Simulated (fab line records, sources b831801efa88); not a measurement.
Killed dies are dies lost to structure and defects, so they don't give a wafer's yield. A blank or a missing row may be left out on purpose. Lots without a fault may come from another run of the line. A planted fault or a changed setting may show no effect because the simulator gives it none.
Which tool did it? | flow gf180mcu | 6 lots, 18 wafers sampled, at 3 steps of a route of 602

WHAT THE GAUGES READ, wafer by wafer
GF_HV_LDD_TW_MEAS_11.
lot  | measured     | on            | HV_LDD_TW
L232 | day 11 18:51 | film_metro-03 | 2400 2397 2393
L235 | day 12 21:15 | film_metro-04 | 2448 2432 2438
L237 | day 13 12:47 | film_metro-04 | 2202 2212 2209
L243 | day 15 05:01 | film_metro-01 | 2448 2455 2453
L247 | day 16 19:51 | film_metro-04 | 2443 2435 2425
L249 | day 17 06:29 | film_metro-01 | 2438 2445 2454

WHICH TOOL RAN EACH LOT (tool, then ch and the chambers of the sampled wafers, then the start)
lot  | GF_VT_IMPLANT_STRIP_42               | GF_HV_LDD_IMPLANT_09
L232 | plasma_asher-01 ch 0,1, day 9 04:41  | implanter-03 ch 0, day 11 18:37
L235 | plasma_asher-01 ch 0,1, day 10 03:59 | implanter-01 ch 0, day 12 21:01
L237 | plasma_asher-01 ch 0,1, day 10 19:01 | implanter-03 ch 0, day 13 12:32
L243 | plasma_asher-03 ch 0,1, day 12 07:23 | implanter-01 ch 0, day 15 04:49
L247 | plasma_asher-04 ch 0,1, day 13 15:22 | implanter-04 ch 0, day 16 19:37
L249 | plasma_asher-01 ch 1, day 14 01:22   | implanter-01 ch 0, day 17 06:14
- GF_VT_IMPLANT_STRIP_42: strips in O2/N2.
- GF_HV_LDD_IMPLANT_09

THE ANSWER, worked out from the rows above alone
Rule: what is usual is taken from the lots themselves. Put in order of their means at a reading, lots are off if they are a third of the lots or fewer, leave a main group of 4 or more, and stand apart from it by a gap of 3 or more times the standard deviation of the main group's means; of several such gaps the widest counts. A main group whose means are all the same, to the digits that the tables above print for the reading, isn't used. A lot without any number at a reading at which 4 lots or more have one is off too. The other lots that the step has rows for count as sound.
Off: L237, at GF_HV_LDD_TW_MEAS_11 (HV_LDD_TW). The main group: mean 2434, standard deviation 19.
A tool fits if, at a process step before that reading, it ran every lot that is off, and no sound lot after the first of them. The gauges at GF_HV_LDD_TW_MEAS_11 are tried like those tools. One fits: implanter-03 at GF_HV_LDD_IMPLANT_09. Its last sound lot is L232 (day 11 18:37), its first lot that is off L237 (day 13 12:32): a fault that began between those two fits.

WHAT THE SIMULATOR HAD PUT IN
Process parameter drift: implanter-03, from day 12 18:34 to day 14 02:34, at GF_HV_LDD_IMPLANT_09. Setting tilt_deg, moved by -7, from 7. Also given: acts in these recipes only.
Lots struck among those shown: L237. The rule above found the same.
